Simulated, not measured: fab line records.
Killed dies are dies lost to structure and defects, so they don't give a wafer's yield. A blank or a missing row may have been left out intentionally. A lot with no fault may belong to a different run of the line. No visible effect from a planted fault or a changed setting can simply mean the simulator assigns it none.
Split-lot trial || flow sky130 || route with 708 steps; 5 lots, 23 wafers read

== THE SPLIT ITSELF ==
At SKY_PWDE_IMPLANT_08, the setting energy_kev was moved away from the recipe's 150 on 5 of the 23 wafers read, by +5.7%. The other wafers ran this setting at the recipe's value.

The split's own step is where the reading is taken.

== THE READING ==
implant.rp_nm (the simulator's own value, which no gauge read), in nm, at SKY_PWDE_IMPLANT_08. The file does not state a usual value for it. Across the 18 wafers here that went through the recipe, the average is 433.9 nm and the standard deviation 14 nm.

{"wafer": "L076.2", "tool, chamber at the split": "implanter-02, 0", "energy_kev as run": 158.5, "against the recipe": "+5.7%", "implant.rp_nm, nm": 440.1, "against lot-mates on the recipe": "+18.7"}
{"wafer": "L076.5", "tool, chamber at the split": "implanter-02, 0", "energy_kev as run": 158.5, "against the recipe": "+5.7%", "implant.rp_nm, nm": 440.1, "against lot-mates on the recipe": "+18.7"}
{"wafer": "L076.3", "tool, chamber at the split": "implanter-02, 0", "energy_kev as run": 150, "against the recipe": "recipe", "implant.rp_nm, nm": 421.4, "against lot-mates on the recipe": "-"}
{"wafer": "L076.4", "tool, chamber at the split": "implanter-02, 0", "energy_kev as run": 150, "against the recipe": "recipe", "implant.rp_nm, nm": 421.4, "against lot-mates on the recipe": "-"}
{"wafer": "L076.6", "tool, chamber at the split": "implanter-02, 0", "energy_kev as run": 150, "against the recipe": "recipe", "implant.rp_nm, nm": 421.4, "against lot-mates on the recipe": "-"}
{"wafer": "L080.1", "tool, chamber at the split": "implanter-02, 0", "energy_kev as run": 150, "against the recipe": "recipe", "implant.rp_nm, nm": 452.7, "against lot-mates on the recipe": "-"}
{"wafer": "L080.3", "tool, chamber at the split": "implanter-02, 0", "energy_kev as run": 150, "against the recipe": "recipe", "implant.rp_nm, nm": 452.7, "against lot-mates on the recipe": "-"}
{"wafer": "L080.4", "tool, chamber at the split": "implanter-02, 0", "energy_kev as run": 150, "against the recipe": "recipe", "implant.rp_nm, nm": 452.7, "against lot-mates on the recipe": "-"}
{"wafer": "L080.5", "tool, chamber at the split": "implanter-02, 0", "energy_kev as run": 150, "against the recipe": "recipe", "implant.rp_nm, nm": 452.7, "against lot-mates on the recipe": "-"}
{"wafer": "L080.6", "tool, chamber at the split": "implanter-02, 0", "energy_kev as run": 150, "against the recipe": "recipe", "implant.rp_nm, nm": 452.7, "against lot-mates on the recipe": "-"}
{"wafer": "L081.1", "tool, chamber at the split": "implanter-04, 0", "energy_kev as run": 150, "against the recipe": "recipe", "implant.rp_nm, nm": 418.2, "against lot-mates on the recipe": "-"}
{"wafer": "L081.2", "tool, chamber at the split": "implanter-04, 0", "energy_kev as run": 150, "against the recipe": "recipe", "implant.rp_nm, nm": 418.2, "against lot-mates on the recipe": "-"}
{"wafer": "L081.3", "tool, chamber at the split": "implanter-04, 0", "energy_kev as run": 150, "against the recipe": "recipe", "implant.rp_nm, nm": 418.2, "against lot-mates on the recipe": "-"}
{"wafer": "L081.4", "tool, chamber at the split": "implanter-04, 0", "energy_kev as run": 150, "against the recipe": "recipe", "implant.rp_nm, nm": 418.2, "against lot-mates on the recipe": "-"}
{"wafer": "L081.6", "tool, chamber at the split": "implanter-04, 0", "energy_kev as run": 150, "against the recipe": "recipe", "implant.rp_nm, nm": 418.2, "against lot-mates on the recipe": "-"}
{"wafer": "L082.1", "tool, chamber at the split": "implanter-04, 0", "energy_kev as run": 158.5, "against the recipe": "+5.7%", "implant.rp_nm, nm": 457, "against lot-mates on the recipe": "+19.4"}
{"wafer": "L082.5", "tool, chamber at the split": "implanter-04, 0", "energy_kev as run": 158.5, "against the recipe": "+5.7%", "implant.rp_nm, nm": 457, "against lot-mates on the recipe": "+19.4"}
{"wafer": "L082.6", "tool, chamber at the split": "implanter-04, 0", "energy_kev as run": 158.5, "against the recipe": "+5.7%", "implant.rp_nm, nm": 457, "against lot-mates on the recipe": "+19.4"}
{"wafer": "L082.2", "tool, chamber at the split": "implanter-04, 0", "energy_kev as run": 150, "against the recipe": "recipe", "implant.rp_nm, nm": 437.6, "against lot-mates on the recipe": "-"}
{"wafer": "L082.4", "tool, chamber at the split": "implanter-04, 0", "energy_kev as run": 150, "against the recipe": "recipe", "implant.rp_nm, nm": 437.6, "against lot-mates on the recipe": "-"}
{"wafer": "L084.3", "tool, chamber at the split": "implanter-03, 0", "energy_kev as run": 150, "against the recipe": "recipe", "implant.rp_nm, nm": 438.5, "against lot-mates on the recipe": "-"}
{"wafer": "L084.5", "tool, chamber at the split": "implanter-03, 0", "energy_kev as run": 150, "against the recipe": "recipe", "implant.rp_nm, nm": 438.5, "against lot-mates on the recipe": "-"}
{"wafer": "L084.6", "tool, chamber at the split": "implanter-03, 0", "energy_kev as run": 150, "against the recipe": "recipe", "implant.rp_nm, nm": 438.5, "against lot-mates on the recipe": "-"}

THE FIT
A straight line over all 23 wafers: implant.rp_nm changes by +2.89 nm for each +1% of energy_kev; r = +0.46; the points scatter about the line by 14 nm.
The same after taking each lot's own level away (the mean of its wafers on the recipe; 23 wafers): +3.37 nm for each +1%; r = +1.00; scatter 0.17 nm.
The reading moves by 19 nm for the largest change in energy_kev, on that fit.
The lots' own levels span 418.20 to 452.70 nm, that is 2.5 times the standard deviation above.
So the lot-to-lot level blurs the effect unless lot-mates are compared.
Check: with one of the wafers moved furthest among these (+5.7%) left out of the fit, the line predicts +19.2 nm for it against its lot-mates. It came out at +18.7 nm against them.

== OTHER SPLITS ON THESE WAFERS ==
Before the reading, these wafers also passed through other splits. Each is held against what the fit with the lots' levels taken away leaves over:
{"other split on the same wafers": "SKY_FIELD_ISO_CVD_03 temp_c", "wafers away from the commonest value": 18, "r with implant.rp_nm (lot level and that fit taken away)": -0.15}
{"other split on the same wafers": "SKY_FIELD_ISO_EXPOSE_10 dose_mj", "wafers away from the commonest value": 5, "r with implant.rp_nm (lot level and that fit taken away)": "+0.00"}
{"other split on the same wafers": "SKY_FIELD_ISO_ETCH_14 time_s", "wafers away from the commonest value": 7, "r with implant.rp_nm (lot level and that fit taken away)": -0.54}
{"other split on the same wafers": "SKY_FIELD_ISO_OXIDATION_22 ox_time_s", "wafers away from the commonest value": 15, "r with implant.rp_nm (lot level and that fit taken away)": -0.64}
{"other split on the same wafers": "SKY_DNWELL_EXPOSE_04 dose_mj", "wafers away from the commonest value": 9, "r with implant.rp_nm (lot level and that fit taken away)": -0.10}

== FILE'S OWN FIT ==
implant.rp_nm changes by +3.37 nm for each +1% of energy_kev, r = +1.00.
